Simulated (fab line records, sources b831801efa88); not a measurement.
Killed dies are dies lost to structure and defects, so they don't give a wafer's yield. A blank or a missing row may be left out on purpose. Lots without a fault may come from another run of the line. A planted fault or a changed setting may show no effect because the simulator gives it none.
fab line records | flow gf180mcu
record lots=15 wafers=45 last_day=34
route steps=602 shown DNWELL@38 VT_IMPLANT@111 DUAL_GATE@154
lots that met no fault: from a run of the same line without faults
start_h: hours from the record's first day to the start of the lot's first wafer shown | wait_h: hours since the lot's step before | " the same as in the row above | L1.1+2: a row that stands for several wafers | - no value, or no start given | * or withheld: withheld | < > ~ a bound
route shown NAME@n: a module of which the file shows steps, and the number in the route of the first | usual: mean/standard deviation of fault-free wafers | same: alike in all rows | chamber/n: place in a boat | sites: the reading at each site | _std_site: their standard deviation | _edge_site: outer sites' mean less inner sites' | radius_mm: how far each site lies from the wafer's centre | mask NAME#n: copy n | behind: the tool/chamber that last shaped the wafer | hold: why the lot was held/for how many hours/how that ended | device: the transistor (n, p or np) that didn't switch | end of line: the same wafers' tests at the end of the route | a step without rows: its recipe alone | killed: dies lost to structure and defects at the first sort, not the wafer's yield | map: a wafer's dies, x killed, . not, _ none there
set.NAME: the setting as run; set.NAME@STEP: as run at that earlier step | model.NAME: the simulator's own value behind a step, which no gauge read
steps of the route over a sample of lots; a table a step, a row a wafer
services: from which hour (start_h, from the record's first day; less than 0 if before it) a tool's chamber was out of use, for how many hours, and why
## steps
# step GF_DNWELL_DEVELOP_06
# recipe wall_angle_deg=90 develop_time_s=61.66 dev_temp_c=23
# usual chill_plate_temp_C=23.00/0.11 develop_time_s=61.66/0 developer_temp_C=23.02/0.1 exhaust_pa=45.1/0.82
# columns lot.wafer tool chamber start_h wait_h chill_plate_temp_C develop_time_s developer_temp_C exhaust_pa
L610.1 litho_track-02 0 43 - 23.01 61.66 23.06 47.5
L610.2 " 0 " " 23.16 61.66 22.96 46.8
L610.6 " 0 " " 22.96 61.66 22.95 45.5
L611.3 litho_track-04 0 48 - 22.88 61.66 22.94 45.0
L611.5 " 0 " " 23.09 61.66 22.89 45.5
L611.6 " 0 " " 23.05 61.66 22.95 45.8
L612.2 litho_track-02 0 53 - 23.12 61.66 23.16 44.8
L612.3 " 0 " " 23.11 61.66 23.17 45.4
L612.5 " 0 " " 23.11 61.66 23.15 45.4
L613.3 litho_track-04 0 61 - 23.02 61.66 23.06 44.9
L613.4 " 0 " " 23.11 61.66 22.93 45.2
L613.5 " 0 " " 23.01 61.66 22.98 45.2
L616.1 litho_track-02 0 78 - 23.08 61.66 23.02 44.2
L616.2 " 0 " " 22.96 61.66 23.04 43.7
L616.3 " 0 " " 22.77 61.66 23.32 45.8
L617.1 litho_track-04 0 85 - 23.00 61.66 23.19 45.1
L617.4 " 0 " " 22.78 61.66 23.09 45.7
L617.6 " 0 " " 22.85 61.66 23.01 45.0
L619.1 litho_track-01 0 91 - 23.01 61.66 22.85 46.2
L619.5 " 0 92 - 22.85 61.66 23.06 45.7
L619.6 " 0 " " 22.95 61.66 23.07 45.3
L621.1 litho_track-02 0 110 - 23.14 61.66 23.11 45.6
L621.2 " 0 " " 23.09 61.66 22.99 44.6
L621.4 " 0 " " 23.12 61.66 23.27 45.3
L622.3 litho_track-01 0 111 - 22.90 61.66 22.79 44.3
L622.5 " 0 " " 23.15 61.66 22.86 45.4
L622.6 " 0 " " 23.06 61.66 22.98 45.1
L624.1 litho_track-04 0 121 - 22.98 61.66 22.99 45.0
L624.2 " 0 " " 22.99 61.66 23.00 45.7
L624.3 " 0 " " 22.88 61.66 23.21 45.3
L625.2 litho_track-04 0 128 - 22.87 61.66 23.05 46.8
L625.3 " 0 " " 22.80 61.66 23.14 45.5
L625.5 " 0 " " 22.77 61.66 22.95 45.1
L626.2 litho_track-02 - 128 - - - - -
L626.3 " - " " - - - -
L626.5 " - " " - - - -
L627.2 litho_track-04 - 134 - - - - -
L627.4 " - " " - - - -
L627.5 " - " " - - - -
L628.2 litho_track-04 - 138 - - - - -
L628.3 " - " " - - - -
L628.6 " - " " - - - -
L633.2 litho_track-02 0 166 - 22.90 61.66 23.01 45.4
L633.4 " 0 " " 22.84 61.66 23.08 44.7
L633.5 " 0 " " 23.00 61.66 23.06 45.4
# step GF_DNWELL_TW_MEAS_09
# usual DNWELL_TW=1356/17
# columns lot.wafer tool chamber start_h wait_h hold DNWELL_TW
L610.1 film_metro-02 - 43.97 0.1 - 1359
L610.2 " - " " - 1360
L610.6 " - " " - 1357
L611.3 film_metro-02 - 48.61 0.1 - 1353
L611.5 " - " " - 1365
L611.6 " - " " - 1359
L612.2 film_metro-03 - 53.53 0.1 - 1367
L612.3 " - " " - 1375
L612.5 " - " " - 1379
L613.3 film_metro-02 - 62.11 0.1 - 1367
L613.4 " - " " - 1359
L613.5 " - " " - 1372
L616.1 film_metro-01 - 79.07 0.1 - 1323
L616.2 " - " " - 1326
L616.3 " - " " - 1323
L617.1 film_metro-01 - 86.09 0.1 - 1341
L617.4 " - " " - 1342
L617.6 " - " " - 1340
L619.1 film_metro-03 - 92.39 0.1 - 1368
L619.5 " - " " - 1369
L619.6 " - " " - 1376
L621.1 film_metro-01 - 110.97 0.1 - 1335
L621.2 " - " " - 1334
L621.4 " - " " - 1342
L622.3 film_metro-01 - 111.66 0.1 - 1343
L622.5 " - " " - 1340
L622.6 " - " " - 1347
L624.1 film_metro-03 - 121.59 0.1 - 1364
L624.2 " - " " - 1360
L624.3 " - " " - 1364
L625.2 film_metro-03 - 128.95 0.1 - 1374
L625.3 " - " " - 1371
L625.5 " - " " - 1374
L626.2 film_metro-01 - 129.03 0.1 await_dispo/0.2h/release 30
L626.3 " - " " await_dispo/0.2h/release 30
L626.5 " - " " await_dispo/0.2h/release 30
L626.2 film_metro-01 - 129.26 0.2 - 30
L626.3 " - " " - 30
L626.5 " - " " - 30
L627.2 film_metro-02 - 134.60 0.1 await_dispo/0.2h/release 31
L627.4 " - " " await_dispo/0.2h/release 31
L627.5 " - " " await_dispo/0.2h/release 31
L627.2 film_metro-02 - 134.88 0.3 - 31
L627.4 " - " " - 31
L627.5 " - " " - 31
L628.2 film_metro-03 - 138.85 0.1 await_dispo/0.2h/release 31
L628.3 " - " " await_dispo/0.2h/release 31
L628.6 " - " " await_dispo/0.2h/release 31
L628.2 film_metro-03 - 139.08 0.2 - 31
L628.3 " - " " - 31
L628.6 " - " " - 31
L633.2 film_metro-03 - 167.28 0.1 - 1378
L633.4 " - " " - 1369
L633.5 " - " " - 1380
# step GF_VT_IMPLANT_TW_MEAS_21
# usual VT_IMPLANT_2_TW=1221/13
# columns lot.wafer tool chamber start_h wait_h VT_IMPLANT_2_TW
L610.1 film_metro-02 - 124.92 0.1 1222
L610.2 " - " " 1223
L610.6 " - " " 1224
L611.3 film_metro-03 - 130.24 0.1 1246
L611.5 " - " " 1242
L611.6 " - " " 1239
L612.2 film_metro-03 - 138.04 0.1 1240
L612.3 " - " " 1238
L612.5 " - " " 1246
L613.3 film_metro-02 - 146.89 0.1 1226
L613.4 " - " " 1221
L613.5 " - " " 1216
L616.1 film_metro-03 - 164.87 0.1 1231
L616.2 " - " " 1231
L616.3 " - " " 1231
L617.1 film_metro-04 - 174.97 0.1 1207
L617.4 " - " " 1212
L617.6 " - " " 1208
L619.1 film_metro-04 - 181.47 0.1 1199
L619.5 " - " " 1200
L619.6 " - " " 1206
L621.1 film_metro-04 - 204.95 0.1 1207
L621.2 " - " " 1204
L621.4 " - " " 1198
L622.3 film_metro-02 - 206.59 0.1 1217
L622.5 " - " " 1216
L622.6 " - " " 1217
L624.1 film_metro-03 - 220.52 0.1 1233
L624.2 " - " " 1223
L624.3 " - " " 1226
L625.2 film_metro-04 - 227.88 0.1 1205
L625.3 " - " " 1199
L625.5 " - " " 1207
L633.2 film_metro-04 - 273.68 0.1 1206
L633.4 " - " " 1208
L633.5 " - " " 1211
# step GF_VT_IMPLANT_STRIP_31
# recipe chemistry=O2/N2 power_w=1400 pressure_mtorr=1500 platen_temp_c=250 o2_flow_sccm=3000 n2_flow_sccm=300 overash_fraction=0.5
# usual drypump_motor_current_A=5.7/0.3 heater_power_w=325/22 oes_product_au=0.716/0.0044 strip_time_to_endpoint_s=12.635/0.028
# columns lot.wafer tool chamber start_h wait_h drypump_motor_current_A heater_power_w oes_product_au rf_hours_counter_h strip_time_to_endpoint_s
L610.1 plasma_asher-04 1 140.23 0.1 4.9 305 0.714 52 12.651
L610.2 " 0 " " 5.9 317 0.718 52 12.626
L610.6 " 1 " " 5.0 307 0.710 - 12.624
L611.3 plasma_asher-03 0 144.86 0.1 5.9 338 0.712 - 12.665
L611.5 " 1 " " 5.5 365 0.717 - 12.675
L611.6 " 0 " " 5.9 322 0.721 - 12.669
L612.2 plasma_asher-04 0 153.17 0.1 5.9 316 0.722 54 12.603
L612.3 " 0 " " 5.9 306 0.717 - 12.659
L612.5 " 1 " " 4.9 305 0.721 - 12.653
L613.3 plasma_asher-01 1 162.06 0.1 5.6 308 0.720 - 12.652
L613.4 " 0 " " 5.9 338 0.721 - 12.655
L613.5 " 0 " " 5.9 332 0.719 - 12.669
L616.1 plasma_asher-01 1 180.77 0.1 5.6 303 0.714 55 12.634
L616.2 " 0 " " 5.9 333 0.715 55 12.573
L616.3 " 1 " " 5.6 306 0.718 - 12.608
L617.1 plasma_asher-01 0 191.17 0.1 5.9 327 0.714 57 12.586
L617.4 " 0 " " 5.9 332 0.716 - 12.577
L617.6 " 1 " " 5.6 304 0.716 - 12.615
L619.1 plasma_asher-01 1 198.02 0.1 5.6 298 0.714 58 12.664
L619.5 " 0 " " 5.9 331 0.714 - 12.667
L619.6 " 1 " " 5.7 308 0.714 - 12.639
L621.1 plasma_asher-01 0 222.42 0.1 5.9 328 0.719 60 12.624
L621.2 " 1 " " 5.6 305 0.706 60 12.647
L621.4 " 1 " " 5.6 304 0.718 - 12.617
L622.3 plasma_asher-03 1 224.06 0.1 5.5 381 0.727 - 12.648
L622.5 " 0 " " 5.9 326 0.717 - 12.596
L622.6 " 1 " " 5.5 371 0.713 - 12.637
L624.1 plasma_asher-04 1 238.52 0.1 5.0 309 0.715 64 12.633
L624.2 " 0 " " 5.9 309 0.712 64 12.589
L624.3 " 1 " " 4.9 305 0.723 - 12.615
L625.2 plasma_asher-03 0 245.82 0.1 5.8 326 0.722 49 12.686
L625.3 " 1 " " 5.5 371 0.726 - 12.651
L625.5 " 1 " " 5.5 378 0.717 - 12.638
L633.2 plasma_asher-03 0 293.07 0.1 5.9 338 0.708 53 12.629
L633.4 " 0 " " 5.9 331 0.713 - 12.675
L633.5 " 0 " " 5.9 330 0.719 - 12.664
# step GF_DUAL_GATE_STRIP_13
# recipe chemistry=O2/N2 power_w=1400 pressure_mtorr=1500 platen_temp_c=250 o2_flow_sccm=3000 n2_flow_sccm=300 overash_fraction=0.4574
# usual drypump_motor_current_A=5.68/0.17 heater_power_w=351/38 oes_product_au=0.730/0.0047 strip_time_to_endpoint_s=12.64/0.041
# columns lot.wafer tool chamber start_h wait_h drypump_motor_current_A heater_power_w oes_product_au rf_hours_counter_h strip_time_to_endpoint_s
L610.1 plasma_asher-03 1 172.43 0.0 5.55 372 0.729 41 12.65
L610.2 " 0 " " 5.86 335 0.727 41 12.69
L610.6 " 0 " " 5.86 329 0.734 - 12.62
L611.3 plasma_asher-03 0 180.89 0.0 5.86 333 0.727 - 12.65
L611.5 " 0 " " 5.86 334 0.735 - 12.64
L611.6 " 1 " " 5.54 366 0.732 - 12.61
L612.2 plasma_asher-01 1 187.50 0.0 5.59 306 0.723 56 12.56
L612.3 " 0 " " 5.90 339 0.735 - 12.62
L612.5 " 1 " " 5.57 296 0.724 - 12.56
L613.3 plasma_asher-02 0 197.09 0.0 5.45 400 0.735 - 12.70
L613.4 " 1 " " 5.58 422 0.730 - 12.68
L613.5 " 1 " " 5.55 412 0.734 - 12.72
L616.1 plasma_asher-01 0 217.75 0.0 5.90 329 0.725 60 12.66
L616.2 " 1 " " 5.60 307 0.729 60 12.66
L616.3 " 1 " " 5.59 296 0.734 - 12.63
L617.1 plasma_asher-02 1 228.38 0.0 5.57 426 0.734 6 12.67
L617.4 " 0 " " 5.46 394 0.729 - 12.66
L617.6 " 0 " " 5.46 394 0.730 - 12.68
L619.1 plasma_asher-03 1 237.30 0.0 5.51 375 0.725 48 12.69
L619.5 " 1 " " 5.50 375 0.720 - 12.70
L619.6 " 0 " " 5.87 338 0.727 - 12.64
L621.1 plasma_asher-03 0 263.09 0.0 5.85 331 0.729 51 12.64
L621.2 " 1 " " 5.52 378 0.728 51 12.65
L621.4 " 0 " " 5.87 336 0.741 - 12.65
L622.3 plasma_asher-03 1 264.59 0.0 5.49 364 0.727 - 12.69
L622.5 " 1 " " 5.52 376 0.736 - 12.66
L622.6 " 0 " " 5.88 337 0.731 - 12.66
L624.1 plasma_asher-03 0 277.71 0.0 5.85 323 0.727 52 12.63
L624.2 " 1 " " 5.50 374 0.736 52 12.64
L624.3 " 1 " " 5.49 363 0.728 - 12.61
L625.2 plasma_asher-02 0 287.20 0.0 5.44 401 0.730 11 12.63
L625.3 " 0 " " 5.46 395 0.730 - 12.66
L625.5 " 0 " " 5.43 401 0.730 - 12.63
L633.2 plasma_asher-01 0 337.48 0.0 5.90 346 0.729 72 12.67
L633.4 " 0 " " 5.90 327 0.736 - 12.59
L633.5 " 0 " " 5.91 335 0.737 - 12.61
## services
# columns tool chamber start_h hours kind
plasma_asher-04 - 49.58 10.0 pm
plasma_asher-02 - 108.75 9.0 pm
plasma_asher-02 0 108.75 9.0 vent_cycle
plasma_asher-02 1 108.75 9.0 vent_cycle
plasma_asher-04 - 114.00 0.8 repair
plasma_asher-02 0 117.75 - clean
plasma_asher-02 1 117.75 - clean
plasma_asher-02 - 137.51 56.4 repair
plasma_asher-01 - 138.52 2.8 pm
plasma_asher-04 - 179.73 4.1 repair
plasma_asher-03 - 192.20 9.0 repair
plasma_asher-02 - 252.16 4.3 repair
plasma_asher-02 - 304.19 2.8 pm
plasma_asher-02 - 336.53 13.3 repair
## key
first_sign step=GF_DNWELL_DEVELOP_06 reading=tool_record direction=missing
effect step=GF_DNWELL_TW_MEAS_09 reading=visit direction=added
effect step=GF_DNWELL_TW_MEAS_09 reading=DNWELL_TW direction=down sigmas=78 usual=1356 struck=31
met_at GF_DNWELL_DEVELOP_06
struck_lots L626,L627,L628
scrapped_behind GF_DNWELL_TW_MEAS_09 L626.2,L626.3,L626.5,L627.2,L627.4,L627.5,L628.2,L628.3,L628.6
not_acting_at GF_VT_IMPLANT_TW_MEAS_21,GF_VT_IMPLANT_STRIP_31,GF_DUAL_GATE_STRIP_13
fault kind=skipped_step_whole tool=litho_track-02,litho_track-04 chamber=- onset_h=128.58 steps=GF_DNWELL_DEVELOP_06 scope=struck_lots_only
